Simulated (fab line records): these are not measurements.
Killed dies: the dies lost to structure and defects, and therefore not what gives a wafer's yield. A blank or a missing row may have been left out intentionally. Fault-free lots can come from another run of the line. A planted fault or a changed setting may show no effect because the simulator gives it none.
Comparing a struck lot with a sound one ; flow sfq line ; 42 out of 325 route steps
Sound: the wafers L533.1, L533.2, L533.4. The struck wafers were L543.1, L543.2, L543.5. The cause is named last.
At each step with rows: each side's tool, then ch and its chambers, then its first start. Under that, the readings that differ: sound wafers ; struck wafers ; difference of the means ; sigmas: that difference in standard deviations of wafers without a fault.
alike: a reading whose means differ by less than 2 such deviations, as well as words and numbers matching on both sides. not compared: withheld readings; readings where some wafer has no value; bounds like >300 that might hide an equal value; numbers whose values overlap and for which the record gives no deviation.
A row with sigmas, a row that says differs or no value, or rows on one side alone: a step with any of these is where the two part. Numbers that don't overlap but have no deviation are shown without sigmas and don't part them. A reading that every wafer of one side lacks parts them only if that side has two wafers or more.

first, 6 steps without rows for these wafers: SFQ_TRILAYER_I6_VIA_LITHO_COAT_174 (resist thk 62 nm); SFQ_TRILAYER_I6_VIA_LITHO_COAT_169 (resist thk 650 nm); SFQ_TRILAYER_I6_VIA_LITHO_SOFTBAKE_173; SFQ_TRILAYER_I6_VIA_LITHO_EXPOSE_170 (exposes mask I6, target cd 700 nm); SFQ_TRILAYER_I6_VIA_LITHO_PEB_172 (peb time 60 s); SFQ_TRILAYER_I6_VIA_LITHO_DEVELOP_171 (time 60 s).
SFQ_I6_OVL_MEAS_942:
  struck on overlay-01, day 84 12:12; sound on overlay-01, day 82 09:48
  alike: I6_OVL
SFQ_TRILAYER_I6_VIA_BARC_OPEN_VIA_ETCH_235: etches BARC in O2, target depth 125 nm, time 41.7 s.
  sound on rie diel-03 ch 0,2,3, day 82 09:50; struck on rie diel-02 ch 0,1,2, day 84 12:14
  alike: chamber pressure mTorr, drypump motor current A, oes product au
  not compared: rf hours counter h
then, 4 steps without rows for these wafers: SFQ_TRILAYER_I6_VIA_ETCH_VIA_ETCH_172 (etches SiO2 in CHF3, stops on Nb, target depth 260 nm); SFQ_TRILAYER_I6_VIA_STRIP_STRIP_173 (strips in O2); SFQ_TRILAYER_I6_VIA_STRIP_SOLV_CLEAN_174 (cleans in NMP, time 600 s); SFQ_TRILAYER_M7_DEP_PRE_CLEAN_176 (time 22.5 s).
SFQ_TRILAYER_M7_DEP_SPUTTER_175: material Nb, target thk 200 nm, time 133.3 s.
  struck on pvd sputter-05, day 84 13:12; sound on pvd sputter-05, day 82 10:48
reading;sound;struck;difference;sigmas
cathode dc power W (W);1999.9 2000.5 1999.6;2479.4 2479.3 2479.7;+479.5;+99 or more
model.Nb_of_TRILAYER_M7_DEP_SPUTTER_175.thk nm (nm);200.3 199.9 205;244.9 244.8 243.4;+42.6;
  alike: throttle valve pct
SFQ_M7_RS_MEAS_943: a four-point-probe measurement.
  struck on film metro-03, day 84 13:17; sound on film metro-01, day 82 10:53
reading;sound;struck;difference;sigmas
M7_NB_RS (ohm/sq);0.889 0.890 0.867;0.726 0.727 0.730;-0.154;-13
then, 6 steps without rows for these wafers: SFQ_TRILAYER_M7_LITHO_COAT_182 (resist thk 62 nm); SFQ_TRILAYER_M7_LITHO_COAT_177 (resist thk 600 nm); SFQ_TRILAYER_M7_LITHO_SOFTBAKE_181; SFQ_TRILAYER_M7_LITHO_EXPOSE_178 (exposes mask M7, target cd 500 nm); SFQ_TRILAYER_M7_LITHO_PEB_180 (peb time 60 s); SFQ_TRILAYER_M7_LITHO_DEVELOP_179 (time 60 s).
-- the record jumps here: 4 days lie between the struck wafers' starts before and after --
SFQ_M7_OVL_MEAS_945:
  struck on overlay-02, day 88 02:39; sound on overlay-01, day 86 11:03
  alike: M7_OVL
SFQ_TRILAYER_M7_BARC_OPEN_METAL_ETCH_229: etches BARC in O2, target depth 125 nm, time 41.7 s.
  sound on rie metal-01 ch 0,1, day 86 11:05; struck on rie metal-02 ch 0,1, day 88 02:41
  alike: chamber pressure mTorr, drypump motor current A, oes product au
  not compared: rf hours counter h
SFQ_TRILAYER_M7_ETCH_METAL_ETCH_180: etches Nb in Cl2/Ar, stops on SiO2, target depth 240 nm, time 120 s.
  sound on rie metal-01 ch 0,1, day 86 11:09; struck on rie metal-02 ch 0,1, day 88 02:45
reading;sound;struck;difference;sigmas
oes product au (a.u.);0.898 0.890 0.905;0.992 1.002 0.993;+0.098;+13
  alike: chamber pressure mTorr, drypump motor current A
  not compared: rf hours counter h
then, 2 steps without rows for these wafers: SFQ_TRILAYER_M7_STRIP_STRIP_181 (strips in O2); SFQ_TRILAYER_M7_STRIP_SOLV_CLEAN_182 (cleans in NMP, time 600 s).
SFQ_TRILAYER_I7_DEP_PECVD_183: deposits SiO2 from SiH4/N2O, time 111.11 s, target thk 500 nm.
  sound on pecvd-02 ch 0,2, day 86 12:03; struck on pecvd-01 ch 0,2, day 88 03:39
  alike: heater power w, throttle valve pct
SFQ_TRILAYER_I7_CMP_CMP_184: polishes SiO2.
  sound on cmp-01 ch 1,2,3, day 86 14:25; struck on cmp-01 ch 0,1, day 88 04:20
reading;sound;struck;difference;sigmas
platen rpm (rpm);59.91 59.94 59.94;60.04 60.03 60.07;+0.12;+3
  alike: motor current A, time to endpoint s
SFQ_I7_BOW_MEAS_946:
  struck on film metro-04, day 88 07:20; sound on film metro-01, day 86 17:25
  alike: I7_BOW
then, 7 steps without rows for these wafers: SFQ_TRILAYER_I7_METRO_MEASURE_185; SFQ_TRILAYER_I7_VIA_LITHO_COAT_192 (resist thk 62 nm); SFQ_TRILAYER_I7_VIA_LITHO_COAT_187 (resist thk 650 nm); SFQ_TRILAYER_I7_VIA_LITHO_SOFTBAKE_191; SFQ_TRILAYER_I7_VIA_LITHO_EXPOSE_188 (exposes mask I7, target cd 1000 nm); SFQ_TRILAYER_I7_VIA_LITHO_PEB_190 (peb time 60 s); SFQ_TRILAYER_I7_VIA_LITHO_DEVELOP_189 (time 60 s).
SFQ_I7_OVL_MEAS_947:
  struck on overlay-02, day 88 10:54; sound on overlay-02, day 86 20:59
  alike: I7_OVL
then, 2 steps without rows for these wafers: SFQ_TRILAYER_I7_VIA_BARC_OPEN_VIA_ETCH_260 (etches BARC in O2, target depth 125 nm, time 41.7 s); SFQ_TRILAYER_I7_VIA_ETCH_VIA_ETCH_190 (etches SiO2 in CHF3, stops on Nb, target depth 260 nm).
SFQ_TRILAYER_I7_VIA_STRIP_STRIP_191: strips in O2.
  sound on rie metal-02 ch 0,1, day 86 21:10; struck on rie metal-03 ch 0,1, day 88 11:05
  alike: chamber pressure mTorr, drypump motor current A, oes product au
  not compared: rf hours counter h
then, 2 steps without rows for these wafers: SFQ_TRILAYER_I7_VIA_STRIP_SOLV_CLEAN_192 (cleans in NMP, time 600 s); SFQ_TRILAYER_M8_LITHO_LOR_COAT_197.
-- the record jumps here: 4 days lie between the struck wafers' starts before and after --
SFQ_M8_BOW_MEAS_951:
  struck on film metro-04, day 92 08:05; sound on film metro-04, day 90 18:53
reading;sound;struck;difference;sigmas
model.etest.m7.ohm sq;0.8888 0.8907 0.8684;0.727 0.7273 0.7315;-0.154;
  alike: M8_BOW
  not compared: model.etest.m7.comb log10 ohm, model.etest.m7.ohm um, model.etest.i6.link ohm, model.etest.i7.link ohm

## WHERE THEY PART
Earliest at SFQ_TRILAYER_M7_DEP_SPUTTER_175; latest, in this record, at SFQ_TRILAYER_I7_CMP_CMP_184. Later steps at which nothing parts them and some readings are alike: SFQ_I7_BOW_MEAS_946, SFQ_I7_OVL_MEAS_947, SFQ_TRILAYER_I7_VIA_STRIP_STRIP_191, SFQ_M8_BOW_MEAS_951.

WHY: what had been put in by the simulator
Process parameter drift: pvd sputter-05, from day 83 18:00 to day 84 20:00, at SFQ_TRILAYER_M7_DEP_SPUTTER_175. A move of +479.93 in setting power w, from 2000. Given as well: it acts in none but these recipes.
